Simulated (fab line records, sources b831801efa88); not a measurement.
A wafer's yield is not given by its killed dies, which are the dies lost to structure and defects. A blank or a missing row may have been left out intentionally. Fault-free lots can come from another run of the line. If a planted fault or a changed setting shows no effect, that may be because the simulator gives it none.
A single fault, viewed from 2 desks | flow sky130 | what lay behind the numbers comes last; until then each desk has only its own

## FROM THE METROLOGY DESK
What the gauges read, lot by lot, whatever tool the lot ran on: means of the sampled wafers that have a number. A lot is out of limits, marked OUT, if its mean lies more than 4 standard deviations from the usual mean; the brackets give that distance.
Columns: A = SD_N_RS at SKY_SD_N_RS_MEAS_16, usual 68.59 ohm/sq; B = SD_P_RS at SKY_SD_N_RS_MEAS_17, usual 147.2 ohm/sq; C = LI_CONTACT_OVL at SKY_LI_CONTACT_OVL_MEAS_13, usual -2 nm; D = LOCAL_INTERCONNECT_TIN_RS at SKY_LOCAL_INTERCONNECT_RS_MEAS_01, usual 14.21 ohm/sq
lot  | first seen here | A               | B               | C  | D
L667 | day 27 18:43    | 68.64           | 147.0           | -2 | 14.14
L671 | day 29 03:19    | 68.47           | 146.9           | -8 | 14.09
L676 | day 30 20:23    | 66.39 (-22) OUT | 136.8 (-34) OUT | -3 | 14.29
L677 | day 31 06:40    | 66.48 (-21) OUT | 136.7 (-34) OUT | -5 | 13.97
L680 | day 32 05:13    | 68.64           | 147.6           | -2 | 14.25
L682 | day 33 01:38    | 68.63           | 147.5           | 5  | 14.41
L684 | day 33 16:35    | 68.67           | 147.1           | -9 | 13.89
L685 | day 34 00:07    | 68.55           | 147.0           | -5 | 14.25
L686 | day 34 17:34    | 68.61           | 147.2           | -4 | 14.42
L687 | day 34 19:56    | 68.50           | 146.9           | 1  | 14.12
L688 | day 35 01:26    | 68.68           | 147.8           | 1  | 14.42
L689 | day 35 05:34    | 68.54           | 147.3           | -1 | 14.36
This desk reports L676, L677 out of limits; the earliest was L676 at day 30 20:23 (SD_N_RS at SKY_SD_N_RS_MEAS_16). L667, L671, L680, L682, L684, L685, L686, L687, L688, L689: within limits.

## DESK OF THE TOOL OWNER: rtp-anneal-01
The tool's own readings at SKY_SD_N_RTA_14 (time 2 s): means of the sampled wafers that have a number, for each lot that ran on this tool. A lot is out of limits, marked OUT, if its mean lies more than 4 standard deviations from the usual mean; the brackets give that distance.
Columns: A = lamp-power-pct at SKY_SD_N_RTA_14, usual 15.73 %; B = wafer_temp_C_max at SKY_SD_N_RTA_14, usual 1078.1
lot  | first seen here | A     | B
L667 | day 27 18:31    | 15.73 | 1077.0
L671 | day 29 03:08    | 15.74 | 1079.5
L676 | day 30 20:13    | 15.88 | 1091.1 (+8.6) OUT
L677 | day 31 06:29    | 15.90 | 1090.1 (+8.0) OUT
L685 | day 33 23:55    | 15.80 | 1077.1
L687 | day 34 19:45    | 15.78 | 1077.6
L689 | day 35 05:22    | 15.69 | 1079.6
This desk's verdict: out of limits on L676, L677, starting with L676 at day 30 20:13 (wafer_temp_C_max at SKY_SD_N_RTA_14). L667, L671, L685, L687, L689: within limits.

## BROUGHT TOGETHER
At day 30 20:13, on L676, L677, the tool owner's desk was in a position to raise an alarm.
At day 30 20:23 the metrology desk could have sounded an alarm, on L676, L677.
SKY_SD_N_RTA_14 was run on rtp-anneal-01 by each of the lots named.

## WHAT THE SIMULATOR PUT IN
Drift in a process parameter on rtp-anneal-01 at SKY_SD_N_RTA_14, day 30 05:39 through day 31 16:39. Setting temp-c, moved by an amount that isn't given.
Struck lots among those shown: L676, L677.
Hours from the fault's start to each desk's first reading out of limits: the tool owner's desk, 15; the metrology desk, 15.
